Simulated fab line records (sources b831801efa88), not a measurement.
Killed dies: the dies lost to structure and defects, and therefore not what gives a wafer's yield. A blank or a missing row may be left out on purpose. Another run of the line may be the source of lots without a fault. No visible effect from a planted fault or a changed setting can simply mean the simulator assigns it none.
fab line records ; flow sky130 ; part 1 of 2: steps 1 to 26 of 37
record: lots: 5; wafers: 15; last-day: 49
route steps=708 shown VT_ADJUST_NCORE@128 VT_ADJUST_HVTR@131 VT_ADJUST_PCH@143 SONOS_TUNNEL@154
lots that met no fault: taken from a fault-free run of the same line
start-h: start of the lot's first displayed wafer, in hours after the record's first day ; wait-h: how many hours have passed since the lot's step before this one ; " repeats the value in the row above ; L1.1+2: several wafers, shown together as one row ; - no value, or no start given ; * or withheld: withheld ; < > ~ a bound
route shown NAME@n: names a module that has steps shown in the file, with the first one's number in the route ; usual: the fault-free wafers' mean and standard deviation ; same: alike in all rows ; chamber/n: place in a boat ; sites: readings site by site ; _std_site: their standard deviation ; _edge_site: mean of outer sites minus mean of inner sites ; radius-mm: how far each site lies from the wafer's centre ; mask NAME#n: copy n ; behind: the most recent tool/chamber to have shaped the wafer ; hold: the reason the lot was held/the length of the hold in hours/how it ended ; device: the n, p or np transistor that did not switch ; end of line: tests run on the same wafers once the route is complete ; a step with no rows: only its recipe ; killed: not the wafer's yield, but the dies lost to structure and defects at the first sort ; map: the dies of a wafer, with x for killed, . for not killed, _ for no die there
set.NAME: the setting the step ran with; set.NAME@STEP: the setting that earlier step ran with ; model.NAME: the simulator's own value behind a step, which no gauge read
lots seen at some steps along the route; tables by step, rows by wafer
services: a tool's chamber out of use, with start hour (start-h, from the record's first day; less than 0 if before it), hours out, and reason
== steps ==
step: SKY_VT_ADJUST_NCORE_IMPLANT_09
recipe: species: B; energy-kev: 10; dose-cm2: 2.4e+12; tilt-deg: withheld
lot.wafer;tool;chamber;start-h;wait-h
L074.4+5+6;implanter-01;0;179.75;0.1
L079.1+4+6;implanter-01;0;221.30;0.0
L080.2+4+5;implanter-02;0;227.25;0.0
L087.2+4+5;implanter-03;0;271.97;0.0
L094.1+2+5;implanter-03;0;323.35;0.0
step: SKY_VT_ADJUST_NCORE_STRIP_10
recipe: chemistry: O2/N2; power-w: 1400; pressure-mtorr: 1500; platen-temp-c: withheld; o2-flow-sccm: 3000; n2-flow-sccm: 300; overash-fraction: 0.5
usual: drypump-motor-current-A: 5.5/0.33; oes-product-au: 0.716/0.0045; strip-time-to-endpoint-s: 14.16/0.038
same: overash-fraction: 0.5
lot.wafer;tool;chamber;start-h;wait-h;drypump-motor-current-A;oes-product-au;rf-hours-counter-h;strip-time-to-endpoint-s
L074.4;plasma-asher-02;0;179.86;0.1;5.6;0.718;-;14.13
L074.5;plasma-asher-02;0;179.86;0.1;5.7;0.714;-;14.11
L074.6;plasma-asher-02;1;179.86;0.1;5.1;0.712;-;14.15
L079.1;plasma-asher-01;1;221.45;0.1;5.6;0.718;53;14.17
L079.4;plasma-asher-01;0;221.45;0.1;5.1;0.717;-;14.18
L079.6;plasma-asher-01;1;221.45;0.1;5.6;0.712;-;14.17
L080.2;plasma-asher-04;0;227.38;0.1;6.1;0.714;40;14.18
L080.4;plasma-asher-04;1;227.38;0.1;5.7;0.711;-;14.17
L080.5;plasma-asher-04;1;227.38;0.1;5.7;0.717;-;14.18
L087.2;plasma-asher-02;0;272.10;0.1;5.6;0.714;58;14.14
L087.4;plasma-asher-02;0;272.10;0.1;5.6;0.727;-;14.11
L087.5;plasma-asher-02;1;272.10;0.1;5.1;0.710;-;14.17
L094.1;plasma-asher-01;1;323.50;0.1;5.6;0.717;62;14.19
L094.2;plasma-asher-01;0;323.50;0.1;5.1;0.720;62;14.13
L094.5;plasma-asher-01;0;323.50;0.1;5.1;0.713;-;14.17
step: SKY_VT_ADJUST_NCORE_TW_MEAS_11
usual: VT_ADJUST_NCORE_TW: 217.0/2.2
lot.wafer;tool;chamber;start-h;wait-h;VT_ADJUST_NCORE_TW
L074.4;film-metro-04;-;179.96;0.1;221.4
L074.5;film-metro-04;-;179.96;0.1;221.6
L074.6;film-metro-04;-;179.96;0.1;220.1
L079.1;film-metro-04;-;221.55;0.1;219.1
L079.4;film-metro-04;-;221.55;0.1;218.7
L079.6;film-metro-04;-;221.55;0.1;218.2
L080.2;film-metro-01;-;227.49;0.1;215.0
L080.4;film-metro-01;-;227.49;0.1;214.1
L080.5;film-metro-01;-;227.49;0.1;214.2
L087.2;film-metro-02;-;272.21;0.1;218.8
L087.4;film-metro-02;-;272.21;0.1;219.4
L087.5;film-metro-02;-;272.21;0.1;218.2
L094.1;film-metro-04;-;323.60;0.1;218.7
L094.2;film-metro-04;-;323.60;0.1;218.6
L094.5;film-metro-04;-;323.60;0.1;219.3
step: SKY_VT_ADJUST_HVTR_DEHYDRATE_00
recipe: temp-c: 200; time-s: 60
usual: chill-plate-temp-C: 22.99/0.11
lot.wafer;tool;chamber;start-h;wait-h;chill-plate-temp-C
L074.4;litho-track-03;0;189.72;9.7;23.01
L074.5;litho-track-03;0;189.72;9.7;22.94
L074.6;litho-track-03;0;189.72;9.7;23.07
L079.1;litho-track-02;0;231.92;10.4;23.23
L079.4;litho-track-02;0;231.92;10.4;22.89
L079.6;litho-track-02;0;231.92;10.4;22.99
L080.2;litho-track-03;0;238.32;10.8;23.17
L080.4;litho-track-03;0;238.32;10.8;23.02
L080.5;litho-track-03;0;238.32;10.8;23.02
L087.2;litho-track-02;0;283.70;11.5;22.94
L087.4;litho-track-02;0;283.70;11.5;23.04
L087.5;litho-track-02;0;283.70;11.5;22.94
L094.1;litho-track-03;0;336.14;12.5;23.05
L094.2;litho-track-03;0;336.14;12.5;22.90
L094.5;litho-track-03;0;336.14;12.5;22.89
step: SKY_VT_ADJUST_HVTR_HMDS_01
recipe: prime-time-s: 60; prime-temp-c: 120
usual: chill-plate-temp-C: 23.00/0.11
lot.wafer;tool;chamber;start-h;wait-h;chill-plate-temp-C
L074.4;litho-track-03;0;189.87;0.1;23.06
L074.5;litho-track-03;0;189.87;0.1;23.03
L074.6;litho-track-03;0;189.87;0.1;22.79
L079.1;litho-track-02;0;232.07;0.1;22.95
L079.4;litho-track-02;0;232.07;0.1;23.00
L079.6;litho-track-02;0;232.07;0.1;23.02
L080.2;litho-track-03;0;238.47;0.1;23.12
L080.4;litho-track-03;0;238.47;0.1;23.13
L080.5;litho-track-03;0;238.47;0.1;23.02
L087.2;litho-track-02;0;283.85;0.1;22.80
L087.4;litho-track-02;0;283.85;0.1;22.92
L087.5;litho-track-02;0;283.85;0.1;23.00
L094.1;litho-track-03;0;336.29;0.1;23.15
L094.2;litho-track-03;0;336.29;0.1;23.08
L094.5;litho-track-03;0;336.29;0.1;23.07
step: SKY_VT_ADJUST_HVTR_COAT_02
recipe: resist: NOVOLAK; spin-rpm: 3000; resist-thk-nm: 1140
usual: chill-plate-temp-C: 23.02/0.1; spin-speed-rpm: 2999.8/1.7
lot.wafer;tool;chamber;start-h;wait-h;chill-plate-temp-C;spin-speed-rpm
L074.4;litho-track-03;0;190.02;0.1;23.16;2999.8
L074.5;litho-track-03;0;190.02;0.1;23.04;2999.1
L074.6;litho-track-03;0;190.02;0.1;23.04;3000.9
L079.1;litho-track-02;0;232.22;0.1;23.00;2999.8
L079.4;litho-track-02;0;232.22;0.1;22.95;2997.4
L079.6;litho-track-02;0;232.22;0.1;23.04;2998.4
L080.2;litho-track-03;0;238.62;0.1;23.17;3001.6
L080.4;litho-track-03;0;238.62;0.1;23.03;3000.9
L080.5;litho-track-03;0;238.62;0.1;23.12;2997.1
L087.2;litho-track-02;0;284.00;0.1;22.96;3001.6
L087.4;litho-track-02;0;284.00;0.1;22.82;2997.7
L087.5;litho-track-02;0;284.00;0.1;23.07;2999.0
L094.1;litho-track-03;0;336.44;0.1;22.88;2998.4
L094.2;litho-track-03;0;336.44;0.1;23.02;3000.1
L094.5;litho-track-03;0;336.44;0.1;22.96;3000.3
step: SKY_VT_ADJUST_HVTR_SOFTBAKE_03
recipe: temp-c: 90; time-s: 60; resist: NOVOLAK
usual: chill-plate-temp-C: 22.99/0.098
lot.wafer;tool;chamber;start-h;wait-h;chill-plate-temp-C
L074.4;litho-track-03;0;190.17;0.1;23.01
L074.5;litho-track-03;0;190.17;0.1;22.88
L074.6;litho-track-03;0;190.17;0.1;22.85
L079.1;litho-track-02;0;232.37;0.1;23.16
L079.4;litho-track-02;0;232.37;0.1;23.12
L079.6;litho-track-02;0;232.37;0.1;23.11
L080.2;litho-track-03;0;238.77;0.1;23.10
L080.4;litho-track-03;0;238.77;0.1;23.09
L080.5;litho-track-03;0;238.77;0.1;23.21
L087.2;litho-track-02;0;284.15;0.1;23.11
L087.4;litho-track-02;0;284.15;0.1;23.01
L087.5;litho-track-02;0;284.15;0.1;22.95
L094.1;litho-track-03;0;336.59;0.1;23.03
L094.2;litho-track-03;0;336.59;0.1;23.18
L094.5;litho-track-03;0;336.59;0.1;23.01
step: SKY_VT_ADJUST_HVTR_EXPOSE_04
recipe: mask-id: HVTRM; target-cd-nm: 380; na: 0.6; source-shape: conventional; sigma-outer: 0.6; dose-mj: 150
lot.wafer;tool;chamber;start-h;wait-h;mask
L074.4+5+6;iline-stepper-02;0;-;-;HVTRM#0
L079.1+4+6;iline-stepper-01;0;-;-;HVTRM#0
L080.2+4+5;iline-stepper-02;0;-;-;HVTRM#0
L087.2+4+5;iline-stepper-02;0;-;-;HVTRM#0
L094.1+2+5;iline-stepper-02;0;-;-;HVTRM#0
step: SKY_VT_ADJUST_HVTR_PEB_05
recipe: temp-c: withheld; time-s: *; resist: NOVOLAK
usual: chill-plate-temp-C: *
lot.wafer;tool;chamber;start-h;wait-h;chill-plate-temp-C
L074.4;litho-track-04;0;-;-;*
L074.5;litho-track-04;0;-;-;*
L074.6;litho-track-04;0;-;-;*
L079.1;litho-track-04;0;-;-;*
L079.4;litho-track-04;0;-;-;*
L079.6;litho-track-04;0;-;-;*
L080.2;litho-track-03;0;-;-;*
L080.4;litho-track-03;0;-;-;*
L080.5;litho-track-03;0;-;-;*
L087.2;litho-track-02;0;-;-;*
L087.4;litho-track-02;0;-;-;*
L087.5;litho-track-02;0;-;-;*
L094.1;litho-track-04;0;-;-;*
L094.2;litho-track-04;0;-;-;*
L094.5;litho-track-04;0;-;-;*
step: SKY_VT_ADJUST_HVTR_DEVELOP_06
recipe: develop-time-s: 60; dev-temp-c: 23
usual: chill-plate-temp-C: 23.01/0.11; developer-temp-C: 22.99/0.093
lot.wafer;tool;chamber;start-h;wait-h;chill-plate-temp-C;developer-temp-C
L074.4;litho-track-04;0;201.22;0.1;23.07;23.07
L074.5;litho-track-04;0;201.22;0.1;22.96;22.93
L074.6;litho-track-04;0;201.22;0.1;23.11;22.98
L079.1;litho-track-04;0;243.50;0.1;23.16;23.02
L079.4;litho-track-04;0;243.50;0.1;23.15;23.01
L079.6;litho-track-04;0;243.50;0.1;23.20;23.01
L080.2;litho-track-03;0;250.32;0.1;22.92;23.00
L080.4;litho-track-03;0;250.32;0.1;22.92;22.89
L080.5;litho-track-03;0;250.32;0.1;22.90;22.99
L087.2;litho-track-02;0;296.75;0.1;23.26;23.04
L087.4;litho-track-02;0;296.75;0.1;23.08;23.02
L087.5;litho-track-02;0;296.75;0.1;22.92;22.99
L094.1;litho-track-04;0;349.10;0.1;22.98;23.04
L094.2;litho-track-04;0;349.10;0.1;22.95;22.89
L094.5;litho-track-04;0;349.10;0.1;22.92;22.90
step: SKY_VT_ADJUST_HVTR_CD_MEAS_07
recipe: target-cd-nm: 380
usual: cd-nm: 380.5/2.5
lot.wafer;tool;chamber;start-h;wait-h;cd-nm
L074.4;cd-sem-01;-;201.36;0.1;379.8
L074.5;cd-sem-01;-;201.36;0.1;377.2
L074.6;cd-sem-01;-;201.36;0.1;379.0
L079.1;cd-sem-02;-;243.65;0.1;380.5
L079.4;cd-sem-02;-;243.65;0.1;380.8
L079.6;cd-sem-02;-;243.65;0.1;379.5
L080.2;cd-sem-02;-;250.46;0.1;383.8
L080.4;cd-sem-02;-;250.46;0.1;381.3
L080.5;cd-sem-02;-;250.46;0.1;381.4
L087.2;cd-sem-01;-;296.89;0.1;382.2
L087.4;cd-sem-01;-;296.89;0.1;383.1
L087.5;cd-sem-01;-;296.89;0.1;384.6
L094.1;cd-sem-02;-;349.25;0.1;383.9
L094.2;cd-sem-02;-;349.25;0.1;384.8
L094.5;cd-sem-02;-;349.25;0.1;383.6
step: SKY_VT_ADJUST_HVTR_OVL_MEAS_08
usual: VT_ADJUST_HVTR_OVL: 0.0/1.5
lot.wafer;tool;chamber;start-h;wait-h;VT_ADJUST_HVTR_OVL[nm]
L074.4;overlay-02;-;201.44;0.1;2.6
L074.5;overlay-02;-;201.44;0.1;0.8
L074.6;overlay-02;-;201.44;0.1;1.7
L079.1;overlay-01;-;243.77;0.1;-0.9
L079.4;overlay-01;-;243.77;0.1;-1.0
L079.6;overlay-01;-;243.77;0.1;-0.4
L080.2;overlay-02;-;250.57;0.1;2.0
L080.4;overlay-02;-;250.57;0.1;0.1
L080.5;overlay-02;-;250.57;0.1;0.4
L087.2;overlay-02;-;297.00;0.1;-0.2
L087.4;overlay-02;-;297.00;0.1;0.5
L087.5;overlay-02;-;297.00;0.1;0.8
L094.1;overlay-02;-;349.37;0.1;2.6
L094.2;overlay-02;-;349.37;0.1;2.0
L094.5;overlay-02;-;349.37;0.1;-0.2
step: SKY_VT_ADJUST_HVTR_IMPLANT_09
recipe: species: B; energy-kev: 10; dose-cm2: 2.1e+12; tilt-deg: withheld
lot.wafer;tool;chamber;start-h;wait-h
L074.4+5+6;implanter-01;0;201.53;0.1
L079.1+4+6;implanter-01;0;243.80;0.0
L080.2+4+5;implanter-04;0;250.62;0.0
L087.2+4+5;implanter-04;0;297.05;0.0
L094.1+2+5;implanter-01;0;349.40;0.0
step: SKY_VT_ADJUST_HVTR_STRIP_10
recipe: chemistry: O2/N2; power-w: 1400; pressure-mtorr: 1500; platen-temp-c: withheld; o2-flow-sccm: 3000; n2-flow-sccm: 300; overash-fraction: 0.5
usual: drypump-motor-current-A: 5.27/0.25; oes-product-au: 0.716/0.0042; strip-time-to-endpoint-s: 14.16/0.045
same: overash-fraction: 0.5
lot.wafer;tool;chamber;start-h;wait-h;drypump-motor-current-A;oes-product-au;rf-hours-counter-h;strip-time-to-endpoint-s
L074.4;plasma-asher-01;0;201.64;0.1;5.15;0.716;-;14.14
L074.5;plasma-asher-01;0;201.64;0.1;5.14;0.719;-;14.08
L074.6;plasma-asher-01;1;201.64;0.1;5.54;0.714;-;14.08
L079.1;plasma-asher-03;0;243.95;0.1;5.43;0.722;12;14.05
L079.4;plasma-asher-03;1;243.95;0.1;4.95;0.718;-;14.10
L079.6;plasma-asher-03;1;243.95;0.1;4.95;0.712;-;14.10
L080.2;plasma-asher-03;1;250.75;0.1;4.94;0.717;13;14.13
L080.4;plasma-asher-03;0;250.75;0.1;5.44;0.721;-;14.21
L080.5;plasma-asher-03;0;250.75;0.1;5.43;0.709;-;14.21
L087.2;plasma-asher-01;0;297.18;0.1;5.15;0.716;60;14.13
L087.4;plasma-asher-01;1;297.18;0.1;5.57;0.714;-;14.14
L087.5;plasma-asher-01;1;297.18;0.1;5.55;0.712;-;14.13
L094.1;plasma-asher-01;0;349.55;0.1;5.14;0.711;64;14.14
L094.2;plasma-asher-01;1;349.55;0.1;5.56;0.723;64;14.11
L094.5;plasma-asher-01;0;349.55;0.1;5.15;0.722;-;14.21
step: SKY_VT_ADJUST_HVTR_TW_MEAS_11
usual: VT_ADJUST_HVTR_TW: 210.2/1
lot.wafer;tool;chamber;start-h;wait-h;VT_ADJUST_HVTR_TW
L074.4;film-metro-04;-;201.73;0.1;211.3
L074.5;film-metro-04;-;201.73;0.1;211.4
L074.6;film-metro-04;-;201.73;0.1;211.5
L079.1;film-metro-03;-;244.05;0.1;211.6
L079.4;film-metro-03;-;244.05;0.1;211.9
L079.6;film-metro-03;-;244.05;0.1;210.7
L080.2;film-metro-03;-;250.86;0.1;211.2
L080.4;film-metro-03;-;250.86;0.1;212.3
L080.5;film-metro-03;-;250.86;0.1;211.2
L087.2;film-metro-02;-;297.29;0.1;210.0
L087.4;film-metro-02;-;297.29;0.1;208.7
L087.5;film-metro-02;-;297.29;0.1;210.1
L094.1;film-metro-03;-;349.65;0.1;209.8
L094.2;film-metro-03;-;349.65;0.1;210.7
L094.5;film-metro-03;-;349.65;0.1;211.5
step: SKY_VT_ADJUST_PCH_DEHYDRATE_00
recipe: temp-c: 200; time-s: 60
usual: chill-plate-temp-C: 23.00/0.11
lot.wafer;tool;chamber;start-h;wait-h;chill-plate-temp-C
L074.4;litho-track-01;0;210.82;9.1;23.03
L074.5;litho-track-01;0;210.82;9.1;22.92
L074.6;litho-track-01;0;210.82;9.1;23.01
L079.1;litho-track-04;0;254.85;10.8;22.77
L079.4;litho-track-04;0;254.85;10.8;23.06
L079.6;litho-track-04;0;254.85;10.8;23.07
L080.2;litho-track-01;0;262.47;11.6;22.95
L080.4;litho-track-01;0;262.47;11.6;23.02
L080.5;litho-track-01;0;262.47;11.6;22.91
L087.2;litho-track-04;0;308.97;11.7;23.03
L087.4;litho-track-04;0;308.97;11.7;22.86
L087.5;litho-track-04;0;308.97;11.7;22.88
L094.1;litho-track-04;0;363.60;13.9;22.95
L094.2;litho-track-04;0;363.60;13.9;23.11
L094.5;litho-track-04;0;363.60;13.9;23.04
step: SKY_VT_ADJUST_PCH_HMDS_01
recipe: prime-time-s: 60; prime-temp-c: 120
usual: chill-plate-temp-C: 23.01/0.11
lot.wafer;tool;chamber;start-h;wait-h;chill-plate-temp-C
L074.4;litho-track-01;0;210.97;0.1;23.01
L074.5;litho-track-01;0;210.97;0.1;22.90
L074.6;litho-track-01;0;210.97;0.1;22.98
L079.1;litho-track-04;0;255.00;0.1;22.91
L079.4;litho-track-04;0;255.00;0.1;22.87
L079.6;litho-track-04;0;255.00;0.1;22.84
L080.2;litho-track-01;0;262.62;0.1;22.73
L080.4;litho-track-01;0;262.62;0.1;22.88
L080.5;litho-track-01;0;262.62;0.1;23.02
L087.2;litho-track-04;0;309.12;0.1;23.12
L087.4;litho-track-04;0;309.12;0.1;22.98
L087.5;litho-track-04;0;309.12;0.1;23.05
L094.1;litho-track-04;0;363.75;0.1;23.04
L094.2;litho-track-04;0;363.75;0.1;23.04
L094.5;litho-track-04;0;363.75;0.1;23.07
step: SKY_VT_ADJUST_PCH_COAT_02
recipe: spin-rpm: 2000; resist-thk-nm: 3000
usual: chill-plate-temp-C: 22.98/0.1; spin-speed-rpm: 2000.0/1.5
lot.wafer;tool;chamber;start-h;wait-h;chill-plate-temp-C;spin-speed-rpm
L074.4;litho-track-01;0;211.12;0.1;22.99;2001.8
L074.5;litho-track-01;0;211.12;0.1;23.19;1999.4
L074.6;litho-track-01;0;211.12;0.1;23.07;2001.8
L079.1;litho-track-04;0;255.15;0.1;23.09;1996.3
L079.4;litho-track-04;0;255.15;0.1;23.08;1997.6
L079.6;litho-track-04;0;255.15;0.1;23.14;1996.2
L080.2;litho-track-01;0;262.77;0.1;23.09;2002.0
L080.4;litho-track-01;0;262.77;0.1;22.98;1999.5
L080.5;litho-track-01;0;262.77;0.1;23.05;1999.5
L087.2;litho-track-04;0;309.27;0.1;22.95;2000.4
L087.4;litho-track-04;0;309.27;0.1;23.04;2001.1
L087.5;litho-track-04;0;309.27;0.1;23.12;1998.4
L094.1;litho-track-04;0;363.90;0.1;23.00;2000.0
L094.2;litho-track-04;0;363.90;0.1;22.88;1999.5
L094.5;litho-track-04;0;363.90;0.1;23.02;1999.2
step: SKY_VT_ADJUST_PCH_SOFTBAKE_03
recipe: temp-c: 110; time-s: withheld
usual: chill-plate-temp-C: 22.99/0.1
lot.wafer;tool;chamber;start-h;wait-h;chill-plate-temp-C
L074.4;litho-track-01;0;211.29;0.1;22.95
L074.5;litho-track-01;0;211.29;0.1;23.16
L074.6;litho-track-01;0;211.29;0.1;22.91
L079.1;litho-track-04;0;255.30;0.1;23.08
L079.4;litho-track-04;0;255.30;0.1;22.98
L079.6;litho-track-04;0;255.30;0.1;23.03
L080.2;litho-track-01;0;262.92;0.1;23.09
L080.4;litho-track-01;0;262.92;0.1;23.06
L080.5;litho-track-01;0;262.92;0.1;23.08
L087.2;litho-track-04;0;309.43;0.1;22.81
L087.4;litho-track-04;0;309.43;0.1;22.92
L087.5;litho-track-04;0;309.43;0.1;22.79
L094.1;litho-track-04;0;364.05;0.1;23.12
L094.2;litho-track-04;0;364.05;0.1;23.07
L094.5;litho-track-04;0;364.05;0.1;23.04
step: SKY_VT_ADJUST_PCH_EXPOSE_04
recipe: mask-id: NWM; na: 0.6; source-shape: conventional; sigma-outer: 0.6; polarization: unpolarized; target-cd-nm: 840; dose-mj: 255
lot.wafer;tool;chamber;start-h;wait-h;mask
L074.4+5+6;iline-stepper-01;0;-;-;NWM#0
L079.1+4+6;iline-stepper-02;0;-;-;NWM#0
L080.2+4+5;iline-stepper-01;0;-;-;NWM#0
L087.2+4+5;iline-stepper-01;0;-;-;NWM#0
L094.1+2+5;iline-stepper-01;0;-;-;NWM#0
step: SKY_VT_ADJUST_PCH_PEB_05
recipe: temp-c: 115; time-s: withheld
usual: chill-plate-temp-C: 22.99/0.098
lot.wafer;tool;chamber;start-h;wait-h;chill-plate-temp-C
L074.4;litho-track-01;0;-;-;23.04
L074.5;litho-track-01;0;-;-;23.04
L074.6;litho-track-01;0;-;-;23.04
L079.1;litho-track-04;0;-;-;22.93
L079.4;litho-track-04;0;-;-;22.84
L079.6;litho-track-04;0;-;-;22.99
L080.2;litho-track-04;0;-;-;23.02
L080.4;litho-track-04;0;-;-;22.98
L080.5;litho-track-04;0;-;-;23.09
L087.2;litho-track-01;0;-;-;23.00
L087.4;litho-track-01;0;-;-;22.94
L087.5;litho-track-01;0;-;-;23.06
L094.1;litho-track-03;0;-;-;22.99
L094.2;litho-track-03;0;-;-;23.07
L094.5;litho-track-03;0;-;-;22.94
step: SKY_VT_ADJUST_PCH_DEVELOP_06
recipe: wall-angle-deg: 90; developer: TMAH; develop-time-s: 60; dev-temp-c: 23
usual: chill-plate-temp-C: 23.00/0.099; developer-temp-C: 23.00/0.1
lot.wafer;tool;chamber;start-h;wait-h;chill-plate-temp-C;developer-temp-C
L074.4;litho-track-01;0;-;-;22.79;22.82
L074.5;litho-track-01;0;-;-;22.88;22.91
L074.6;litho-track-01;0;-;-;22.84;23.02
L079.1;litho-track-04;0;-;-;22.90;22.93
L079.4;litho-track-04;0;-;-;22.97;22.78
L079.6;litho-track-04;0;-;-;22.91;23.06
L080.2;litho-track-04;0;-;-;23.16;22.98
L080.4;litho-track-04;0;-;-;23.13;22.91
L080.5;litho-track-04;0;-;-;23.13;22.73
L087.2;litho-track-01;0;-;-;22.93;23.10
L087.4;litho-track-01;0;-;-;22.95;23.05
L087.5;litho-track-01;0;-;-;22.81;23.11
L094.1;litho-track-03;0;-;-;22.88;23.03
L094.2;litho-track-03;0;-;-;23.00;23.03
L094.5;litho-track-03;0;-;-;22.84;23.19
step: SKY_VT_ADJUST_PCH_OVL_MEAS_07
usual: VT_ADJUST_PCH_OVL: 0.2/1.5
lot.wafer;tool;chamber;start-h;wait-h;VT_ADJUST_PCH_OVL[nm]
L074.4;overlay-02;-;221.51;-;0.4
L074.5;overlay-02;-;221.51;-;1.4
L074.6;overlay-02;-;221.51;-;0.8
L079.1;overlay-02;-;268.45;-;1.4
L079.4;overlay-02;-;268.45;-;1.3
L079.6;overlay-02;-;268.45;-;1.6
L080.2;overlay-02;-;275.15;-;-1.2
L080.4;overlay-02;-;275.15;-;-0.6
L080.5;overlay-02;-;275.15;-;-1.5
L087.2;overlay-02;-;321.65;-;-0.7
L087.4;overlay-02;-;321.65;-;1.2
L087.5;overlay-02;-;321.65;-;-1.3
L094.1;overlay-02;-;378.59;-;1.5
L094.2;overlay-02;-;378.59;-;0.7
L094.5;overlay-02;-;378.59;-;1.0
step: SKY_VT_ADJUST_PCH_IMPLANT_08
recipe: species: B; energy-kev: 10; dose-cm2: 5e+11; tilt-deg: withheld
lot.wafer;tool;chamber;start-h;wait-h
L074.4+5+6;implanter-04;0;221.60;0.1
L079.1+4+6;implanter-02;0;268.48;0.0
L080.2+4+5;implanter-04;0;275.21;0.0
L087.2+4+5;implanter-01;0;321.70;0.0
L094.1+2+5;implanter-02;0;378.63;0.0
step: SKY_VT_ADJUST_PCH_STRIP_09
recipe: chemistry: O2/N2; power-w: 1400; pressure-mtorr: 1500; platen-temp-c: withheld; o2-flow-sccm: 3000; n2-flow-sccm: 300; overash-fraction: 0.5
usual: drypump-motor-current-A: 5.5/0.39; oes-product-au: 0.722/0.0049; strip-time-to-endpoint-s: 36.88/0.096
same: overash-fraction: 0.5
lot.wafer;tool;chamber;start-h;wait-h;drypump-motor-current-A;oes-product-au;rf-hours-counter-h;strip-time-to-endpoint-s
L074.4;plasma-asher-02;1;221.71;0.1;5.2;0.720;-;36.89
L074.5;plasma-asher-02;0;221.71;0.1;5.6;0.715;-;36.74
L074.6;plasma-asher-02;1;221.71;0.1;5.2;0.730;-;36.84
L079.1;plasma-asher-03;0;268.63;0.1;5.4;0.720;15;36.83
L079.4;plasma-asher-03;0;268.63;0.1;5.4;0.715;-;36.90
L079.6;plasma-asher-03;1;268.63;0.1;5.0;0.720;-;36.96
L080.2;plasma-asher-02;0;275.33;0.1;5.6;0.719;59;36.88
L080.4;plasma-asher-02;0;275.33;0.1;5.6;0.716;-;36.84
L080.5;plasma-asher-02;0;275.33;0.1;5.6;0.715;-;36.91
L087.2;plasma-asher-04;0;321.83;0.1;6.1;0.724;50;36.84
L087.4;plasma-asher-04;0;321.83;0.1;6.1;0.717;-;36.88
L087.5;plasma-asher-04;0;321.83;0.1;6.1;0.736;-;36.90
L094.1;plasma-asher-02;1;378.78;0.1;5.1;0.729;69;36.87
L094.2;plasma-asher-02;0;378.78;0.1;5.6;0.716;69;36.89
L094.5;plasma-asher-02;0;378.78;0.1;5.6;0.724;-;36.98
step: SKY_VT_ADJUST_PCH_TW_MEAS_10
usual: VT_ADJUST_PCH_TW: 141.2/1
lot.wafer;tool;chamber;start-h;wait-h;VT_ADJUST_PCH_TW
L074.4;film-metro-04;-;221.81;0.1;143.2
L074.5;film-metro-04;-;221.81;0.1;142.2
L074.6;film-metro-04;-;221.81;0.1;141.9
L079.1;film-metro-01;-;268.73;0.1;139.8
L079.4;film-metro-01;-;268.73;0.1;139.6
L079.6;film-metro-01;-;268.73;0.1;140.4
L080.2;film-metro-03;-;275.44;0.1;141.9
L080.4;film-metro-03;-;275.44;0.1;142.4
L080.5;film-metro-03;-;275.44;0.1;142.6
L087.2;film-metro-03;-;321.94;0.1;142.1
L087.4;film-metro-03;-;321.94;0.1;142.2
L087.5;film-metro-03;-;321.94;0.1;142.1
L094.1;film-metro-03;-;378.88;0.1;140.9
L094.2;film-metro-03;-;378.88;0.1;140.4
L094.5;film-metro-03;-;378.88;0.1;141.1
